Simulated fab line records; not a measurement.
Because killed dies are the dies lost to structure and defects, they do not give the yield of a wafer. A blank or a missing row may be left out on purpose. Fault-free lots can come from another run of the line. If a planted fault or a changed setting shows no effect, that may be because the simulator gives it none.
Which of the tools did it? | flow sky130 | 12 lots, 36 wafers sampled, at 5 steps of a route of 708

## WHAT EACH GAUGE READ, for each wafer
SKY_CONTACT_OVL_MEAS_15.
lot  | measured     | on         | CONTACT_OVL (nm)
L360 | day 32 19:58 | overlay-01 | 0 -1 3
L361 | day 32 20:37 | overlay-01 | 0 3 -1
L363 | day 33 19:26 | overlay-01 | -1 3 -2
L362 | day 33 21:10 | overlay-02 | -5 5 0
L364 | day 34 12:01 | overlay-01 | -2 1 -6
L374 | day 36 18:43 | overlay-01 | -4 5 2
L376 | day 37 01:55 | overlay-01 | 2 -7 6
L377 | day 37 12:38 | overlay-02 | 13 -1 1
L378 | day 37 14:10 | overlay-01 | 5 -4 1
L381 | day 38 12:04 | overlay-01 | -3 -3 -1
L382 | day 38 16:40 | overlay-02 | -8 -4 -1
L383 | day 38 20:34 | overlay-01 | 10 4 -4

SKY_VIA1_THK_MEAS_01.
lot  | measured     | on            | VIA1_HDPCVD_THK (nm)
L360 | day 34 00:25 | film metro-02 | 1033 1030 1039
L361 | day 34 00:59 | film metro-03 | 1038 1057 1038
L363 | day 35 01:05 | film metro-03 | 1006 1013 1004
L362 | day 35 02:44 | film metro-02 | 1032 1030 1027
L364 | day 35 18:05 | film metro-02 | 891 1005 1034
L374 | day 37 22:31 | film metro-02 | 1019 1027 1024
L376 | day 38 06:23 | film metro-03 | 1020 1012 1011
L377 | day 38 17:34 | film metro-03 | 1038 1012 1028
L378 | day 38 18:28 | film metro-01 | 1027 1027 1033
L381 | day 39 14:54 | film metro-03 | 1009 1020 1022
L382 | day 39 19:57 | film metro-02 | 1032 1042 1040
L383 | day 39 23:27 | film metro-02 | 1000 1021 1013

## WHAT TOOL EACH LOT RAN ON (gives the tool, then ch and the chambers of the sampled wafers, and finally the start)
lot  | SKY_METAL1_SPUTTER_01        | SKY_METAL1_SPUTTER_02        | SKY_VIA1_HDPCVD_00
L360 | pvd sputter-04, day 32 21:25 | pvd sputter-04, day 32 21:26 | hdpcvd-01 ch 0,1,2, day 34 00:19
L361 | pvd sputter-02, day 32 22:04 | pvd sputter-02, day 32 22:05 | hdpcvd-02 ch 0,1, day 34 00:53
L363 | pvd sputter-02, day 33 20:53 | pvd sputter-02, day 33 20:55 | hdpcvd-01 ch 1,2, day 35 00:58
L362 | pvd sputter-02, day 33 22:37 | pvd sputter-02, day 33 22:38 | hdpcvd-02 ch 0,1,2, day 35 02:37
L364 | pvd sputter-02, day 34 13:28 | pvd sputter-02, day 34 13:29 | hdpcvd-02 ch 0,2, day 35 17:58
L374 | pvd sputter-04, day 36 20:09 | pvd sputter-04, day 36 20:11 | hdpcvd-01 ch 0,2, day 37 22:23
L376 | pvd sputter-02, day 37 03:22 | pvd sputter-02, day 37 03:23 | hdpcvd-01 ch 0,1, day 38 06:16
L377 | pvd sputter-03, day 37 14:04 | pvd sputter-03, day 37 14:05 | hdpcvd-01 ch 0,1, day 38 17:26
L378 | pvd sputter-02, day 37 15:37 | pvd sputter-02, day 37 15:38 | hdpcvd-01 ch 0,1,2, day 38 18:21
L381 | pvd sputter-04, day 38 13:33 | pvd sputter-04, day 38 13:34 | hdpcvd-01 ch 1,2, day 39 14:47
L382 | pvd sputter-03, day 38 18:08 | pvd sputter-03, day 38 18:10 | hdpcvd-02 ch 0,1,2, day 39 19:50
L383 | pvd sputter-04, day 38 22:01 | pvd sputter-04, day 38 22:02 | hdpcvd-01 ch 1,2, day 39 23:20
- SKY_METAL1_SPUTTER_01: material TiN, target thk 20 nm, time 16.7 s.
- SKY_METAL1_SPUTTER_02: material AlCu, target thk 250 nm, time 13.3 s.
- SKY_VIA1_HDPCVD_00: deposits SiO2, target thk 1030 nm, time 171.7 s.

## AS READ BY THE TOOLS THEMSELVES (means over the sampled wafers that have a number; for cases with no such wafer, the mark the record gives instead)
SKY_METAL1_SPUTTER_01.
lot  | tool           | throttle valve pct (%)
L360 | pvd sputter-04 | 30.3
L361 | pvd sputter-02 | 31.2
L363 | pvd sputter-02 | 30.9
L362 | pvd sputter-02 | 30.9
L364 | pvd sputter-02 | 30.8
L374 | pvd sputter-04 | 30.1
L376 | pvd sputter-02 | 30.3
L377 | pvd sputter-03 | 29.8
L378 | pvd sputter-02 | 30.8
L381 | pvd sputter-04 | 30.4
L382 | pvd sputter-03 | 30.6
L383 | pvd sputter-04 | 30.2

SKY_METAL1_SPUTTER_02.
lot  | tool           | throttle valve pct (%)
L360 | pvd sputter-04 | 30.4
L361 | pvd sputter-02 | 31.4
L363 | pvd sputter-02 | 30.6
L362 | pvd sputter-02 | 30.9
L364 | pvd sputter-02 | 30.8
L374 | pvd sputter-04 | 30.2
L376 | pvd sputter-02 | 30.4
L377 | pvd sputter-03 | 29.8
L378 | pvd sputter-02 | 30.7
L381 | pvd sputter-04 | 30.4
L382 | pvd sputter-03 | 30.6
L383 | pvd sputter-04 | 30.3

SKY_VIA1_HDPCVD_00.
lot  | tool      | run length s (s) | sih4 flow sccm (sccm)
L360 | hdpcvd-01 | 199.1            | 60.15
L361 | hdpcvd-02 | 199.6            | 59.93
L363 | hdpcvd-01 | 199.4            | 59.94
L362 | hdpcvd-02 | 199.7            | 59.78
L364 | hdpcvd-02 | 193.1            | 60.01
L374 | hdpcvd-01 | 199.2            | 60.11
L376 | hdpcvd-01 | 199.4            | 59.99
L377 | hdpcvd-01 | 199.0            | 60.06
L378 | hdpcvd-01 | 199.0            | 60.15
L381 | hdpcvd-01 | 199.4            | 60.04
L382 | hdpcvd-02 | 200.0            | 59.93
L383 | hdpcvd-01 | 199.9            | 59.98

## THE ANSWER, worked out from the rows above alone
Rule: usual is defined by the lots themselves. The widest of any qualifying gaps counts: lots, ordered by their means at a reading, are off when they make up no more than a third of the lots, leave a main group of 4 or more, and stand apart from it by 3 or more times the standard deviation of that group's means. A main group is skipped when, at the precision printed for the reading in the tables above, its means are all equal. A lot without any number at a reading at which 4 lots or more have one is off too. Where the step has rows for the other lots, those lots are counted as sound. Order of review: gauges by route order, followed by the tools' own readings, for which a lot's mean as printed above is used. The first step at which some lot is off is used, and at that step the reading that is off furthest; a lot without a number counts as furthest.
Off: L364 (SKY_VIA1_HDPCVD_00, run length s). For the main group the mean is 199.4 s and the standard deviation 0.33.
If a tool, at that step or one of the process steps before it, ran each lot that is off and ran no sound lot following the first of them, it fits. None of those tried fits.

## WHAT THE SIMULATOR PUT IN
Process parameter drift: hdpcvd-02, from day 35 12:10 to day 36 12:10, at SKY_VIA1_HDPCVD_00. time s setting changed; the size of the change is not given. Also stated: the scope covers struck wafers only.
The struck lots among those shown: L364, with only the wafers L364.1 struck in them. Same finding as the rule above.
